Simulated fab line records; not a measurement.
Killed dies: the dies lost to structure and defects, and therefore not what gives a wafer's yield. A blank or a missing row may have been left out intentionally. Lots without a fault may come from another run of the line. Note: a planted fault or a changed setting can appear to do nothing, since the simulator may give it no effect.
Which of the tools did it? / flow gf180mcu / 41 wafers from 14 lots sampled at 4 of the route's 602 steps

## WHAT EACH GAUGE READ, for each wafer
GF_HV_LDD_CD_MEAS_07: target cd 400 nm. Usual: cd nm reads 400.4 nm (standard deviation 2.1).
lot=L327; measured=day 10 08:04; on=cd sem-02; cd nm (nm)=397.0 398.3 399.8; flag=
lot=L328; measured=day 10 18:38; on=cd sem-01; cd nm (nm)=401.2 401.0 400.0; flag=
lot=L330; measured=day 11 13:41; on=cd sem-02; cd nm (nm)=402.4 400.3 403.4; flag=
lot=L331; measured=day 11 13:59; on=cd sem-02; cd nm (nm)=396.5 400.0 397.1; flag=
lot=L332; measured=day 11 19:47; on=cd sem-02; cd nm (nm)=403.0 402.7 401.1; flag=
lot=L335; measured=day 12 10:20; on=cd sem-02; cd nm (nm)=402.2 403.9 402.5; flag=
lot=L336; measured=day 13 02:07; on=cd sem-01; cd nm (nm)=400.7 398.7 399.1; flag=
lot=L338; measured=day 13 11:09; on=cd sem-01; cd nm (nm)=399.6 399.1 397.8; flag=
lot=L345; measured=day 15 10:04; on=cd sem-01; cd nm (nm)=397.7 400.0 399.5; flag=
lot=L346; measured=day 15 20:08; on=cd sem-02; cd nm (nm)=402.0 403.5 407.6; flag=
lot=L347; measured=day 16 05:20; on=cd sem-02; cd nm (nm)=402.2 404.3 401.9; flag=
lot=L348; measured=day 16 06:37; on=cd sem-01; cd nm (nm)=398.4 397.5 397.1; flag=
lot=L349; measured=day 16 12:56; on=cd sem-02; cd nm (nm)=399.8 399.8; flag=
lot=L350; measured=day 16 15:41; on=cd sem-01; cd nm (nm)=400.6 403.0 401.9; flag=

GF_SAB_OVL_MEAS_10. Usual: for SAB_OVL the level is -0.3 nm and the standard deviation is 1.1.
lot=L327; measured=day 15 08:22; on=overlay-02; SAB_OVL (nm)=-0.2 0.7 0.0; flag=
lot=L328; measured=day 15 22:12; on=overlay-01; SAB_OVL (nm)=-0.5 -0.1 1.3; flag=
lot=L330; measured=day 16 21:45; on=overlay-01; SAB_OVL (nm)=-1.0 0.2 1.1; flag=
lot=L331; measured=day 16 22:57; on=overlay-02; SAB_OVL (nm)=0.2 -0.9 -0.5; flag=
lot=L332; measured=day 17 03:12; on=overlay-02; SAB_OVL (nm)=1.6 2.9 -0.2; flag=
lot=L335; measured=day 18 00:24; on=overlay-01; SAB_OVL (nm)=-0.6 0.6 0.4; flag=
lot=L336; measured=day 18 20:21; on=overlay-01; SAB_OVL (nm)=1.4 -0.2 1.6; flag=
lot=L338; measured=day 19 05:56; on=overlay-02; SAB_OVL (nm)=0.4 -0.7 0.6; flag=
lot=L345; measured=day 21 12:51; on=overlay-02; SAB_OVL (nm)=0.4 -1.1 -1.0; flag=
lot=L346; measured=day 22 00:28; on=overlay-01; SAB_OVL (nm)=-1.6 1.4 0.4; flag=
lot=L347; measured=day 22 06:40; on=overlay-02; SAB_OVL (nm)=0.2 0.1 1.0; flag=
lot=L348; measured=day 22 09:08; on=overlay-01; SAB_OVL (nm)=-2.6 -1.6 -0.8; flag=
lot=L349; measured=day 22 14:57; on=overlay-01; SAB_OVL (nm)=-2.0 0.0; flag=
lot=L350; measured=day 22 15:53; on=overlay-01; SAB_OVL (nm)=-2.8 0.2 -0.1; flag=

## TOOL THAT RAN EACH LOT (tool first, then ch and the chambers of the sampled wafers, then the start)
lot=L327; GF_DUAL_GATE_DEVELOP_10=litho track-03 ch 0, day 8 09:39; GF_POLY_GATE_ETCH_12=rie diel-01 ch 1,3, day 9 09:22
lot=L328; GF_DUAL_GATE_DEVELOP_10=litho track-03 ch 0, day 8 18:30; GF_POLY_GATE_ETCH_12=rie diel-02 ch 0,3, day 9 18:59
lot=L330; GF_DUAL_GATE_DEVELOP_10=litho track-02 ch 0, day 9 10:20; GF_POLY_GATE_ETCH_12=rie diel-01 ch 1,2,3, day 10 11:38
lot=L331; GF_DUAL_GATE_DEVELOP_10=litho track-03 ch 0, day 9 10:33; GF_POLY_GATE_ETCH_12=rie diel-04 ch 0,1,3, day 10 12:17
lot=L332; GF_DUAL_GATE_DEVELOP_10=litho track-02 ch 0, day 9 21:17; GF_POLY_GATE_ETCH_12=rie diel-01 ch 0,1,3, day 10 20:43
lot=L335; GF_DUAL_GATE_DEVELOP_10=litho track-02 ch 0, day 10 11:38; GF_POLY_GATE_ETCH_12=rie diel-01 ch 0,3, day 11 13:50
lot=L336; GF_DUAL_GATE_DEVELOP_10=litho track-02 ch 0, day 11 02:17; GF_POLY_GATE_ETCH_12=rie diel-04 ch 0,1,2, day 12 02:02
lot=L338; GF_DUAL_GATE_DEVELOP_10=litho track-03 ch 0, day 11 10:02; GF_POLY_GATE_ETCH_12=rie diel-02 ch 0,1,2, day 12 09:14
lot=L345; GF_DUAL_GATE_DEVELOP_10=litho track-03 ch 0, day 13 09:23; GF_POLY_GATE_ETCH_12=rie diel-04 ch 1,2, day 14 09:29
lot=L346; GF_DUAL_GATE_DEVELOP_10=litho track-04 ch 0, day 13 19:19; GF_POLY_GATE_ETCH_12=rie diel-02 ch 2,3, day 14 20:35
lot=L347; GF_DUAL_GATE_DEVELOP_10=litho track-03 ch 0, day 14 02:48; GF_POLY_GATE_ETCH_12=rie diel-01 ch 1,2, day 15 04:53
lot=L348; GF_DUAL_GATE_DEVELOP_10=litho track-02 ch 0, day 14 06:14; GF_POLY_GATE_ETCH_12=rie diel-01 ch 0,2,3, day 15 07:11
lot=L349; GF_DUAL_GATE_DEVELOP_10=litho track-02 ch 0, day 14 11:44; GF_POLY_GATE_ETCH_12=rie diel-04 ch 0,3, day 15 13:14
lot=L350; GF_DUAL_GATE_DEVELOP_10=litho track-03 ch 0, day 14 15:23; GF_POLY_GATE_ETCH_12=rie diel-04 ch 1,2, day 15 16:20
- GF_DUAL_GATE_DEVELOP_10: develop time 60 s.
- GF_POLY_GATE_ETCH_12: etches BARC in N2/H2.

## WHAT THE TOOLS THEMSELVES READ (means of the sampled wafers that have a number; where no wafer has one, the mark that the record gives instead)
GF_DUAL_GATE_DEVELOP_10. Usual: developer temp C reads 23.02 C (standard deviation 0.1).
lot=L327; tool=litho track-03; developer temp C (C)=22.96; flag=
lot=L328; tool=litho track-03; developer temp C (C)=23.05; flag=
lot=L330; tool=litho track-02; developer temp C (C)=23.06; flag=
lot=L331; tool=litho track-03; developer temp C (C)=23.12; flag=
lot=L332; tool=litho track-02; developer temp C (C)=22.97; flag=
lot=L335; tool=litho track-02; developer temp C (C)=25.31; flag=OFF
lot=L336; tool=litho track-02; developer temp C (C)=25.30; flag=OFF
lot=L338; tool=litho track-03; developer temp C (C)=23.03; flag=
lot=L345; tool=litho track-03; developer temp C (C)=22.93; flag=
lot=L346; tool=litho track-04; developer temp C (C)=23.06; flag=
lot=L347; tool=litho track-03; developer temp C (C)=23.09; flag=
lot=L348; tool=litho track-02; developer temp C (C)=22.99; flag=
lot=L349; tool=litho track-02; developer temp C (C)=22.92; flag=
lot=L350; tool=litho track-03; developer temp C (C)=22.85; flag=

GF_POLY_GATE_ETCH_12. Usual: drypump motor current A 5.5 A, standard deviation 0.39; oes product au 0.736 a.u., standard deviation 0.0053; throttle valve pct 13.215 %, standard deviation 0.0092.
lot=L327; tool=rie diel-01; drypump motor current A (A)=5.1; oes product au (a.u.)=0.731; throttle valve pct (%)=13.217; flag=
lot=L328; tool=rie diel-02; drypump motor current A (A)=5.0; oes product au (a.u.)=0.735; throttle valve pct (%)=13.209; flag=
lot=L330; tool=rie diel-01; drypump motor current A (A)=5.3; oes product au (a.u.)=0.735; throttle valve pct (%)=13.215; flag=
lot=L331; tool=rie diel-04; drypump motor current A (A)=5.7; oes product au (a.u.)=0.739; throttle valve pct (%)=13.220; flag=
lot=L332; tool=rie diel-01; drypump motor current A (A)=5.4; oes product au (a.u.)=0.736; throttle valve pct (%)=13.221; flag=
lot=L335; tool=rie diel-01; drypump motor current A (A)=5.5; oes product au (a.u.)=0.739; throttle valve pct (%)=13.219; flag=
lot=L336; tool=rie diel-04; drypump motor current A (A)=5.6; oes product au (a.u.)=0.732; throttle valve pct (%)=13.216; flag=
lot=L338; tool=rie diel-02; drypump motor current A (A)=5.5; oes product au (a.u.)=0.736; throttle valve pct (%)=13.219; flag=
lot=L345; tool=rie diel-04; drypump motor current A (A)=5.6; oes product au (a.u.)=0.733; throttle valve pct (%)=13.217; flag=
lot=L346; tool=rie diel-02; drypump motor current A (A)=5.5; oes product au (a.u.)=0.731; throttle valve pct (%)=13.215; flag=
lot=L347; tool=rie diel-01; drypump motor current A (A)=5.4; oes product au (a.u.)=0.739; throttle valve pct (%)=13.222; flag=
lot=L348; tool=rie diel-01; drypump motor current A (A)=5.7; oes product au (a.u.)=0.733; throttle valve pct (%)=13.214; flag=
lot=L349; tool=rie diel-04; drypump motor current A (A)=5.6; oes product au (a.u.)=0.738; throttle valve pct (%)=13.202; flag=
lot=L350; tool=rie diel-04; drypump motor current A (A)=5.6; oes product au (a.u.)=0.732; throttle valve pct (%)=13.211; flag=

## THE ANSWER, worked out from the rows above alone
Rule: a lot is off if the mean of its wafers that have a number lies more than 3 standard deviations from the usual mean. A lot without any number at a reading at which 4 lots or more have one is off too. All remaining lots with rows at the step are treated as sound. Order of review: gauges by route order, followed by the tools' own readings, for which a lot's mean as printed above is used. At the first step where some lot is off, the reading lying furthest off is the one used; lots without a number count as furthest.
Off: L335, L336 (GF_DUAL_GATE_DEVELOP_10, developer temp C).
A tool fits if, at that step or a process step before it, it ran every lot that is off, and no sound lot after the first of them. Not one of the candidates tried fits.

## WHAT WAS PUT IN BY THE SIMULATOR
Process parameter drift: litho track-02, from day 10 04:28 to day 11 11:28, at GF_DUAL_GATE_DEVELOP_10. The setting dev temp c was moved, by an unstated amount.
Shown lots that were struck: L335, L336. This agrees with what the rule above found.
